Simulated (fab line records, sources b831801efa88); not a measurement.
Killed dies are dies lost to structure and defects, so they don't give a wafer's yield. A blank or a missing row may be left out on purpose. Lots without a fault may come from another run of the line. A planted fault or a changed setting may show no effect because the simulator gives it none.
Split-lot experiment | flow sfq_line | 5 lots, 23 wafers read, on a route of 325 steps

THE SPLIT
At SFQ_TRILAYER_I0_VIA_LITHO_PEB_034 (peb time 60 s), the setting peb_time_s was moved away from the recipe's 60 s on 8 of the 23 wafers read, by -11.4% to +11.6%. The other wafers ran this setting at the recipe's value.

The file shows no step between the split and the reading.

THE READING
I0.cd_nm (the simulator's own value, which no gauge read), in nm, at SFQ_TRILAYER_I0_VIA_BARC_OPEN_VIA_ETCH_046 (etches BARC in O2, target depth 125 nm, time 41.7 s). The file gives no usual value for it. The 15 wafers here that ran the recipe average 501.0 nm, standard deviation 1.4 nm.

wafer  | tool, chamber at the split | peb_time_s as run, s | against the recipe | I0.cd_nm, nm | against lot-mates on the recipe
L074.1 | litho_track-01, 0          | 60                   | recipe             | 502.4        | -
L074.2 | litho_track-01, 0          | 60                   | recipe             | 502.5        | -
L074.3 | litho_track-01, 0          | 60                   | recipe             | 500.2        | -
L074.4 | litho_track-01, 0          | 60                   | recipe             | 503.1        | -
L074.5 | litho_track-01, 0          | 60                   | recipe             | 501.7        | -
L075.1 | litho_track-01, 0          | 60                   | recipe             | 498.5        | -
L075.2 | litho_track-01, 0          | 64.63                | +7.7%              | 508.2        | +9.3
L075.3 | litho_track-01, 0          | 60                   | recipe             | 499.4        | -
L075.4 | litho_track-01, 0          | 64.63                | +7.7%              | 510.8        | +11.9
L075.6 | litho_track-01, 0          | 60                   | recipe             | 498.7        | -
L076.3 | litho_track-01, 0          | 60                   | recipe             | 502.6        | -
L076.4 | litho_track-01, 0          | 60                   | recipe             | 500.8        | -
L076.6 | litho_track-01, 0          | 60                   | recipe             | 500.9        | -
L081.1 | litho_track-04, 0          | 53.17                | -11.4%             | 482.9        | -18.4
L081.2 | litho_track-04, 0          | 53.17                | -11.4%             | 483.9        | -17.4
L081.3 | litho_track-04, 0          | 53.17                | -11.4%             | 485.2        | -16.1
L081.4 | litho_track-04, 0          | 60                   | recipe             | 501.6        | -
L081.6 | litho_track-04, 0          | 60                   | recipe             | 501          | -
L084.1 | litho_track-02, 0          | 66.98                | +11.6%             | 516.2        | +15.5
L084.2 | litho_track-02, 0          | 66.98                | +11.6%             | 514.7        | +14.0
L084.3 | litho_track-02, 0          | 66.98                | +11.6%             | 515.8        | +15.1
L084.4 | litho_track-02, 0          | 60                   | recipe             | 500.1        | -
L084.5 | litho_track-02, 0          | 60                   | recipe             | 501.3        | -

THE FIT
A straight line over all 23 wafers: I0.cd_nm changes by +1.34 nm for each +1% of peb_time_s; r = +0.99; the points scatter about the line by 1.5 nm.
The same after taking each lot's own level away (the mean of its wafers on the recipe; 23 wafers): +1.4 nm for each +1%; r = +0.99; scatter 1.1 nm.
On that fit, the largest move of peb_time_s shifts the reading by 16 nm.
The lots' own levels span 498.87 to 501.98 nm, that is 2.3 times the standard deviation above.
So the lot-to-lot level changes the slope little: the two slopes agree.
Check: with one of the wafers moved furthest among these (+11.6%) left out of the fit, the line predicts +16 nm for it against its lot-mates. It came out at +15.5 nm against them.

OTHER SPLITS ON THESE WAFERS
These wafers also went through other splits before the reading. Each is held against what the fit with the lots' levels taken away leaves over:
other split on the same wafers                | wafers away from the commonest value | r with I0.cd_nm (lot level and that fit taken away)
SFQ_TRILAYER_INCOMING_OXIDATION_002 ox_time_s | 15                                   | -0.07
SFQ_TRILAYER_L0_LITHO_COAT_010 resist_thk_nm  | 10                                   | -0.14
SFQ_TRILAYER_L0_VIA_LITHO_COAT_013 spin_rpm   | 11                                   | -0.30
SFQ_TRILAYER_M0_LITHO_COAT_026 spin_rpm       | 4                                    | +0.35

THE FILE'S OWN FIT
I0.cd_nm changes by +1.4 nm for each +1% of peb_time_s, r = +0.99.
